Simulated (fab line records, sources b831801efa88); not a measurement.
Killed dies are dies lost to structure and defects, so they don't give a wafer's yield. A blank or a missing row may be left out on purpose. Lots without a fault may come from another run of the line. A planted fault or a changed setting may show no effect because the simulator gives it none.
A struck lot beside a sound one | flow sky130 | 15 steps out of a route of 708
Sound: wafers L380.1, L380.4, L380.5. Struck: wafers L373.1, L373.2, L373.3. The cause comes at the end.
At each step with rows: each side's tool, then ch and its chambers, then its first start. Under that, the readings that differ: sound wafers | struck wafers | difference of the means | sigmas: that difference in standard deviations of wafers without a fault.
alike: readings whose means differ by less than 2 such deviations, and words and numbers that are the same on both sides. not compared: withheld readings, readings that some wafer has no value for, bounds like >300 that may hide the same value, and numbers for which the record gives no deviation and whose values overlap.
The two part at a step that has a row with sigmas, a row that says differs or no value, or rows on one side only. Numbers that don't overlap but have no deviation are shown without sigmas and don't part them. A reading that every wafer of one side lacks parts them only if that side has two wafers or more.

first, 3 steps without rows for these wafers: SKY_LDD_LDN_EXPOSE_04 (exposes mask LDNTM, target cd 700 nm); SKY_LDD_LDN_PEB_05; SKY_LDD_LDN_DEVELOP_06 (develop time 60 s).
SKY_LDD_LDN_OVL_MEAS_07:
  sound on overlay-02, day 28 02:50; struck on overlay-02, day 25 19:32
  alike: LDD_LDN_OVL
then, 4 steps without rows for these wafers: SKY_LDD_LDN_IMPLANT_08; SKY_LDD_LDN_IMPLANT_09; SKY_LDD_LDN_IMPLANT_10; SKY_LDD_LDN_IMPLANT_11.
SKY_LDD_LDN_STRIP_12: strips in O2/N2.
  sound on plasma_asher-03 ch 0,1, day 28 03:29; struck on plasma_asher-01 ch 0,1, day 25 20:11
  alike: drypump_motor_current_A, oes_product_au, strip_time_to_endpoint_s
  not compared: rf_hours_counter_h
SKY_LDD_LDN_TW_MEAS_13:
  sound on film_metro-01, day 28 03:35; struck on film_metro-04, day 25 20:17
  alike: LDD_LDN_TW
then, 2 steps without rows for these wafers: SKY_LDD_LDN_CLEAN_14 (cleans in SC1/SC2, time 150 s); SKY_SPACER_CVD_00 (deposits Si3N4 from DCS/NH3, target thk 43.1 nm, time 740 s).
SKY_SPACER_THK_MEAS_01:
  sound on film_metro-02, day 28 05:29; struck on film_metro-03, day 25 21:35
  reading                | sound          | struck         | difference | sigmas
  SPACER_CVD_00_THK (nm) | 42.8 42.8 42.9 | 45.6 45.1 45.7 | +2.6       | +6
SKY_SPACER_ETCHBACK_02: etches Si3N4 in CH3F/O2, stops on SiO2, time 46.7 s, target depth 45 nm.
  sound on rie_diel-02 ch 0,2, day 28 05:32; struck on rie_diel-03 ch 0,1,3, day 25 21:39
  alike: bias_w, ch3f_flow_sccm, drypump_motor_current_A, oes_product_au, throttle_valve_pct
  not compared: rf_hours_counter_h
-- the record jumps here: 22 days lie between the struck wafers' starts before and after (it left off in module SPACER and takes up again in module PAD_OPEN, whose first step shown is number 708 of the route) --
SKY_PAD_OPEN_PROBE_99:
  sound on prober-01, day 49 07:55; struck on prober-02, day 48 00:55
  alike: killed_at_M0_to_M3, killed_at_M4_up, killed_at_contacts, killed_at_front_end, killed_at_other, killed_dies, killed_open, killed_short

WHERE THEY PART
Only at SKY_SPACER_THK_MEAS_01, within this record. Later steps at which nothing parts them and some readings are alike: SKY_SPACER_ETCHBACK_02, SKY_PAD_OPEN_PROBE_99.

WHY: what the simulator had put in
Metrology matching offset: film_metro-03, from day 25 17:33 on, at SKY_SPACER_THK_MEAS_01. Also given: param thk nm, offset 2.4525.
